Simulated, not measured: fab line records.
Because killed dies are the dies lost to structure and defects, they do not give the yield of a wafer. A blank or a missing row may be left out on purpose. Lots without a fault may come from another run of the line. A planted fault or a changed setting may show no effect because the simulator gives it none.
Problem report in the 8D (eight disciplines) form, filled by code -- flow sky130 -- the parts of the form that need people (team, actions taken, sign-off) are left out

1. THE ISSUE
Across 4 wafers from 3 lots, VT_ADJUST_LVTN_2_TW at SKY_VT_ADJUST_LVTN_TW_MEAS_21 averages 178.2, while fault-free wafers read 187.1 with a standard deviation of 1.4. That puts it -6.4 standard deviations away from the usual mean.
First observed at day 13 02:41: wafer L662.1, on film-metro-03. Wafers with a number at this step in the record: 43, from 15 lots. By rule, "out" or "out of limits" means more than 4 standard deviations away from the usual mean. Any other wafer with a number is counted as sound.

2. WHAT THIS IS AND IS NOT
question,is,is not
which readings at this step,VT_ADJUST_LVTN_2_TW,-
which lots,"L662, L663, L666","L644, L646, L647, L648, L649, L650, L651, L652, L653, L655, L656, L667"
which wafers of those lots,"L662.1, L662.6, L663.1, L666.6","L663.4, L666.2, L666.3"
read on which gauges,"film-metro-02, film-metro-03",film-metro-04
when,from day 13 02:41,"up to then (33 sound wafers); but 6 sound wafers of L663, L666, L667 came after"

3. SUSPECTS, AND WHAT RULES EACH OUT
Counting: if a tool at a process step up to the reading ran every lot that is out, it stays a suspect. Sound lots after the first of them don't rule it out here, since some wafers of a struck lot are sound.
- ruled out: the gauge at SKY_VT_ADJUST_LVTN_TW_MEAS_21. Those wafers that are out were read across 2 gauges (film-metro-02, film-metro-03).
- implanter-01 at SKY_VT_ADJUST_LVTN_IMPLANT_19: kept. It ran every lot that is out, first L662 (day 13 02:26); its last sound lot up to then is L653 (day 10 01:10).
After counting, what remains is implanter-01 at SKY_VT_ADJUST_LVTN_IMPLANT_19.

4. THE CAUSE (what the simulator had put in)
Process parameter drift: implanter-01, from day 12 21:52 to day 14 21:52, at SKY_VT_ADJUST_LVTN_IMPLANT_19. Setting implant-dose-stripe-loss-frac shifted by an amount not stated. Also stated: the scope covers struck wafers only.
The count eliminated every tool but this one.

5. SEQUENCE OF EFFECTS, ordered by route
Rows list readings where the struck wafers' mean (over those with a number) sits beyond 3 standard deviations from the usual. Only readings whose record carries a usual standard deviation are examined. hours: median over the lots of the time between each lot's start at the first step of this table that gives one and its start at this step. sigmas: the change, counted in usual standard deviations.
hours,step,reading,usual,on struck wafers,change,sigmas
0,SKY_VT_ADJUST_LVTN_TW_MEAS_21,VT_ADJUST_LVTN_2_TW,187.1,178.2,-8.9,-6.4

6. HOW IT WOULD HAVE BEEN CAUGHT EARLIER
The first out-of-limits reading at a measuring or inspecting step in this record came at day 13 02:41, 5 hours after the fault's start at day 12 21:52.
Among the 3 lots that are out, L663, L666 began SKY_VT_ADJUST_LVTN_IMPLANT_19 on implanter-01 after day 13 02:41. A hold on the tool at that time would have spared those 2.
